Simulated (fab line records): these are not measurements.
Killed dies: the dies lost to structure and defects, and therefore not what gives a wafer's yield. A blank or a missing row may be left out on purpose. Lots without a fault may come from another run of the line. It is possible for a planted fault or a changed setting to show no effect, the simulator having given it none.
Which of the tools did it? | flow sky130 | Sampling: 24 lots, 72 wafers, 6 of 708 route steps

== WHAT EACH GAUGE READ, for each wafer ==
SKY_SONOS_ONO_CD_MEAS_13: the cd target is 410 nm. Usual: cdNm at 410.0 nm, with a standard deviation of 2.4.
lot  | measured     | on       | cdNm (nm)         | flag
L074 | day 12 19:10 | cdSem-02 | 410.5 408.9 409.4 | 
L075 | day 13 00:01 | cdSem-01 | 410.8 412.0 411.2 | 
L076 | day 13 04:43 | cdSem-02 | 407.5 408.3 409.1 | 
L077 | day 13 11:35 | cdSem-02 | 413.2 412.7 413.8 | 
L078 | day 13 23:17 | cdSem-01 | 405.9 406.6 407.7 | 
L079 | day 14 08:01 | cdSem-01 | 412.3 410.2 411.8 | 
L080 | day 14 12:41 | cdSem-01 | 409.4 408.3 411.6 | 
L081 | day 14 23:14 | cdSem-01 | 407.3 408.3 409.1 | 
L082 | day 15 08:23 | cdSem-01 | 408.4 406.1 404.5 | 
L083 | day 15 15:10 | cdSem-01 | 410.7 411.9 411.6 | 
L084 | day 15 21:56 | cdSem-01 | 408.6 408.4 408.4 | 
L085 | day 16 06:19 | cdSem-01 | 410.8 410.8 410.0 | 
L086 | day 16 16:59 | cdSem-01 | 407.6 406.5 407.3 | 
L087 | day 16 22:33 | cdSem-01 | 410.7 413.5 412.3 | 
L088 | day 17 09:35 | cdSem-01 | 409.2 410.3 409.1 | 
L089 | day 17 20:32 | cdSem-02 | 414.7 413.6 414.6 | 
L090 | day 18 07:54 | cdSem-01 | 412.2 413.6 411.9 | 
L091 | day 18 12:14 | cdSem-01 | 408.8 410.1 411.0 | 
L092 | day 18 21:14 | cdSem-01 | 412.2 412.2 411.4 | 
L093 | day 19 12:02 | cdSem-01 | 404.2 404.0 404.6 | 
L094 | day 19 15:33 | cdSem-01 | 412.8 411.1 411.4 | 
L095 | day 20 01:11 | cdSem-02 | 412.0 411.3 410.2 | 
L096 | day 20 11:11 | cdSem-01 | 406.8 409.0 410.2 | 
L097 | day 20 17:58 | cdSem-01 | 410.6 411.8 412.2 | 

SKY_CONTACT_THK_MEAS_26: measures by xrf. Usual: CONTACT_W_THK gives 341 nm (standard deviation 8.1).
lot  | measured     | on           | CONTACT_W_THK (nm) | flag
L074 | day 31 16:43 | filmMetro-02 | 341 337 343        | 
L075 | day 32 03:28 | filmMetro-01 | 333 332 326        | 
L076 | day 32 04:01 | filmMetro-03 | 342 346 346        | 
L077 | day 32 12:38 | filmMetro-03 | 342 339 340        | 
L078 | day 33 00:21 | filmMetro-02 | 348 353 350        | 
L079 | day 33 04:22 | filmMetro-01 | 327 332 331        | 
L080 | day 33 13:26 | filmMetro-03 | 345 342 339        | 
L081 | day 34 00:20 | filmMetro-02 | 339 346 346        | 
L082 | day 34 07:05 | filmMetro-01 | 333 335 331        | 
L083 | day 34 17:28 | filmMetro-03 | 343 344 340        | 
L084 | day 34 22:28 | filmMetro-02 | 350 356 355        | 
L085 | day 35 10:31 | filmMetro-02 | 353 353 343        | 
L086 | day 35 13:26 | filmMetro-01 | 344 340 342        | 
L087 | day 35 20:45 | filmMetro-02 | 357 352 350        | 
L088 | day 36 03:21 | filmMetro-02 | 346 347 351        | 
L089 | day 36 13:37 | filmMetro-01 | 337 339 337        | 
L090 | day 37 00:16 | filmMetro-03 | 339 340 335        | 
L091 | day 37 03:45 | filmMetro-02 | 350 355 349        | 
L092 | day 37 10:37 | filmMetro-01 | 337 343 341        | 
L093 | day 37 21:33 | filmMetro-01 | 329 324 332        | 
L094 | day 38 02:25 | filmMetro-03 | 346 340 344        | 
L095 | day 38 15:53 | filmMetro-01 | 328 332 334        | 
L096 | day 38 19:42 | filmMetro-03 | 334 336 337        | 
L097 | day 39 00:19 | filmMetro-03 | 334 334 341        | 

SKY_VIA2_CD_MEAS_12: the cd target is 200 nm. Usual: cdNm at 200.0 nm, with a standard deviation of 1.3.
lot  | measured     | on       | cdNm (nm)         | flag
L074 | day 36 09:28 | cdSem-01 | 199.9 201.3 201.0 | 
L075 | day 36 17:45 | cdSem-01 | 199.3 199.1 199.3 | 
L076 | day 36 18:05 | cdSem-02 | 198.4 198.7 199.3 | 
L077 | day 37 03:11 | cdSem-01 | 198.9 198.9 199.6 | 
L078 | day 37 14:32 | cdSem-01 | 200.9 201.1 200.3 | 
L079 | day 37 18:16 | cdSem-02 | 198.8 199.4 198.7 | 
L080 | day 38 03:29 | cdSem-01 | 199.8 200.4 201.8 | 
L081 | day 38 15:04 | cdSem-02 | 201.6 201.2 201.2 | 
L082 | day 38 20:08 | cdSem-01 | 199.4 200.3 200.2 | 
L083 | day 39 04:36 | cdSem-02 | 199.5 199.4 198.6 | 
L084 | day 39 10:34 | cdSem-02 | 200.3 198.9 200.5 | 
L085 | day 39 21:43 | cdSem-02 | 202.1 202.4 200.8 | 
L086 | day 40 00:53 | cdSem-01 | 201.9 201.8 201.9 | 
L087 | day 40 07:15 | cdSem-01 | 199.4 200.8 200.3 | 
L088 | day 40 13:58 | cdSem-02 | 198.8 201.0 200.3 | 
L089 | day 40 23:02 | cdSem-02 | 198.5 198.0 198.8 | 
L090 | day 41 09:28 | cdSem-02 | 199.7 197.5 199.1 | 
L091 | day 41 10:56 | cdSem-02 | 199.9 198.5 199.4 | 
L092 | day 41 18:29 | cdSem-02 | 201.7 202.3 201.6 | 
L093 | day 42 06:59 | cdSem-01 | 200.0 198.8 199.4 | 
L094 | day 42 08:13 | cdSem-01 | 201.7 199.4 200.0 | 
L095 | day 42 20:55 | cdSem-01 | 201.2 201.4 201.3 | 
L096 | day 43 00:32 | cdSem-01 | 199.2 197.3 198.6 | 
L097 | day 43 06:54 | cdSem-01 | 200.2 200.1 199.2 | 

SKY_VIA4_BOW_MEAS_03. Usual: VIA4_BOW gives 78 um (standard deviation 7.8).
lot  | measured     | on           | VIA4_BOW (um) | flag
L074 | day 41 22:49 | filmMetro-02 | 81 69 81      | 
L075 | day 42 06:04 | filmMetro-03 | 65 77 64      | 
L076 | day 42 08:32 | filmMetro-02 | 88 69 71      | 
L077 | day 42 14:11 | filmMetro-01 | 75 73 75      | 
L078 | day 43 01:19 | filmMetro-03 | 79 78 83      | 
L079 | day 43 04:16 | filmMetro-01 | 82 75 67      | 
L080 | day 43 12:12 | filmMetro-02 | 76 79 91      | 
L081 | day 43 22:46 | filmMetro-02 | 69 65 70      | 
L082 | day 44 04:30 | filmMetro-01 | 88 102 85     | 
L083 | day 44 11:54 | filmMetro-01 | 93 88 83      | 
L084 | day 44 17:13 | filmMetro-01 | 75 71 87      | 
L085 | day 45 02:32 | filmMetro-01 | 70 74 72      | 
L086 | day 45 05:33 | filmMetro-01 | 75 94 72      | 
L087 | day 45 10:56 | filmMetro-01 | 86 89 71      | 
L088 | day 45 18:50 | filmMetro-02 | 73 74 72      | 
L089 | day 46 00:45 | filmMetro-01 | 77 80 97      | 
L090 | day 46 10:26 | filmMetro-03 | 73 80 77      | 
L091 | day 46 11:53 | filmMetro-02 | 77 70 80      | 
L092 | day 46 16:59 | filmMetro-03 | 87 87 71      | 
L093 | day 47 04:55 | filmMetro-01 | 68 70 81      | 
L094 | day 47 06:44 | filmMetro-01 | 88 86 84      | 
L095 | day 47 16:12 | filmMetro-01 | 86 93 91      | 
L096 | day 47 17:24 | filmMetro-01 | 81 80 72      | 
L097 | day 48 00:02 | filmMetro-03 | 84 70 73      | 

== EACH LOT AND THE TOOL THAT RAN IT (in order: tool; ch and the chambers of the sampled wafers; start) ==
lot  | SKY_LOCAL_INTERCONNECT_SPUTTER_00 | SKY_METAL1_SPUTTER_03
L074 | pvdSputter-03, day 29 06:06       | pvdSputter-04, day 31 17:08
L075 | pvdSputter-01, day 29 16:00       | pvdSputter-01, day 32 03:53
L076 | pvdSputter-04, day 29 18:25       | pvdSputter-04, day 32 04:30
L077 | pvdSputter-03, day 30 03:10       | pvdSputter-02, day 32 13:04
L078 | pvdSputter-01, day 30 14:15       | pvdSputter-02, day 33 00:47
L079 | pvdSputter-04, day 30 18:27       | pvdSputter-04, day 33 04:47
L080 | pvdSputter-01, day 31 03:30       | pvdSputter-04, day 33 14:07
L081 | pvdSputter-01, day 31 16:06       | pvdSputter-04, day 34 00:44
L082 | pvdSputter-03, day 31 22:58       | pvdSputter-01, day 34 07:31
L083 | pvdSputter-04, day 32 09:34       | pvdSputter-02, day 34 17:53
L084 | pvdSputter-01, day 32 16:04       | pvdSputter-01, day 34 22:53
L085 | pvdSputter-01, day 33 01:43       | pvdSputter-01, day 35 10:56
L086 | pvdSputter-03, day 33 05:48       | pvdSputter-04, day 35 13:52
L087 | pvdSputter-03, day 33 13:45       | pvdSputter-01, day 35 21:11
L088 | pvdSputter-03, day 33 19:42       | pvdSputter-01, day 36 03:46
L089 | pvdSputter-04, day 34 05:28       | pvdSputter-02, day 36 14:29
L090 | pvdSputter-04, day 34 17:30       | pvdSputter-01, day 37 00:41
L091 | pvdSputter-01, day 34 21:13       | pvdSputter-04, day 37 04:11
L092 | pvdSputter-04, day 35 03:19       | pvdSputter-01, day 37 11:03
L093 | pvdSputter-03, day 35 15:01       | pvdSputter-01, day 37 21:59
L094 | pvdSputter-04, day 35 20:32       | pvdSputter-04, day 38 02:50
L095 | pvdSputter-03, day 36 08:51       | pvdSputter-01, day 38 16:17
L096 | pvdSputter-01, day 36 13:22       | pvdSputter-04, day 38 20:21
L097 | pvdSputter-04, day 36 17:41       | pvdSputter-01, day 39 00:49
- SKY_LOCAL_INTERCONNECT_SPUTTER_00: material TiN, target thk 100 nm, time 83.3 s.
- SKY_METAL1_SPUTTER_03: material Ti, target thk 5 nm, time 3.3 s.

== WHAT THE TOOLS THEMSELVES READ (means of the sampled wafers that have a number; where no wafer has one, the mark that the record gives instead) ==
SKY_LOCAL_INTERCONNECT_SPUTTER_00. Usual: substrateTempC 300.00 C, standard deviation 0.19; susceptorTempC 300.04 C, standard deviation 0.2; throttleValvePct 29.9 %, standard deviation 0.99.
lot  | tool          | substrateTempC (C) | susceptorTempC (C) | throttleValvePct (%) | flag
L074 | pvdSputter-03 | 299.99             | 299.90             | 30.3                 | 
L075 | pvdSputter-01 | 300.05             | 299.99             | 29.3                 | 
L076 | pvdSputter-04 | 300.05             | 299.82             | 30.1                 | 
L077 | pvdSputter-03 | 300.01             | 300.06             | 30.0                 | 
L078 | pvdSputter-01 | 299.94             | 299.94             | 29.4                 | 
L079 | pvdSputter-04 | 300.17             | 300.15             | 29.8                 | 
L080 | pvdSputter-01 | 299.90             | 300.12             | 28.3                 | 
L081 | pvdSputter-01 | 299.85             | 299.90             | 28.9                 | 
L082 | pvdSputter-03 | 300.22             | 299.87             | 30.2                 | 
L083 | pvdSputter-04 | 300.02             | 300.06             | 29.9                 | 
L084 | pvdSputter-01 | 300.04             | 300.00             | 30.3                 | 
L085 | pvdSputter-01 | 300.17             | 300.18             | 29.2                 | 
L086 | pvdSputter-03 | 300.08             | 300.12             | 31.0                 | 
L087 | pvdSputter-03 | 299.94             | 300.22             | 31.1                 | 
L088 | pvdSputter-03 | 299.93             | 300.09             | 30.4                 | 
L089 | pvdSputter-04 | 299.76             | 300.04             | 29.8                 | 
L090 | pvdSputter-04 | 300.09             | 300.10             | 29.9                 | 
L091 | pvdSputter-01 | 299.93             | 300.07             | 30.3                 | 
L092 | pvdSputter-04 | 300.05             | 299.94             | 29.7                 | 
L093 | pvdSputter-03 | 300.03             | 299.99             | 30.5                 | 
L094 | pvdSputter-04 | 300.10             | 300.09             | 30.5                 | 
L095 | pvdSputter-03 | 299.92             | 300.23             | 30.6                 | 
L096 | pvdSputter-01 | 299.95             | 300.34             | 28.6                 | 
L097 | pvdSputter-04 | 300.14             | 299.95             | 29.4                 | 

SKY_METAL1_SPUTTER_03. Usual: throttleValvePct at 29.8 %, with a standard deviation of 0.88.
lot  | tool          | throttleValvePct (%) | flag
L074 | pvdSputter-04 | 30.3                 | 
L075 | pvdSputter-01 | 29.4                 | 
L076 | pvdSputter-04 | 30.1                 | 
L077 | pvdSputter-02 | 30.4                 | 
L078 | pvdSputter-02 | 29.8                 | 
L079 | pvdSputter-04 | 30.1                 | 
L080 | pvdSputter-04 | 30.4                 | 
L081 | pvdSputter-04 | 30.1                 | 
L082 | pvdSputter-01 | 28.9                 | 
L083 | pvdSputter-02 | 30.0                 | 
L084 | pvdSputter-01 | 28.7                 | 
L085 | pvdSputter-01 | 29.2                 | 
L086 | pvdSputter-04 | 30.0                 | 
L087 | pvdSputter-01 | 30.3                 | 
L088 | pvdSputter-01 | 29.6                 | 
L089 | pvdSputter-02 | 30.3                 | 
L090 | pvdSputter-01 | 30.0                 | 
L091 | pvdSputter-04 | 30.1                 | 
L092 | pvdSputter-01 | 29.1                 | 
L093 | pvdSputter-01 | 29.2                 | 
L094 | pvdSputter-04 | 30.3                 | 
L095 | pvdSputter-01 | 29.9                 | 
L096 | pvdSputter-04 | 29.7                 | 
L097 | pvdSputter-01 | 28.9                 | 

== THE ANSWER, worked out from the rows above alone ==
Rule: take the mean of a lot's wafers that have a number; if it is more than 3 standard deviations from the usual mean, the lot is off. A lot without any number at a reading at which 4 lots or more have one is off too. All remaining lots with rows at the step are treated as sound. Order of review: gauges by route order, followed by the tools' own readings, for which a lot's mean as printed above is used. At the first step where some lot is off, the reading lying furthest off is the one used; lots without a number count as furthest.
None of the lots is off at any reading shown; this tells nothing.

== WHAT THE SIMULATOR HAD INSERTED ==
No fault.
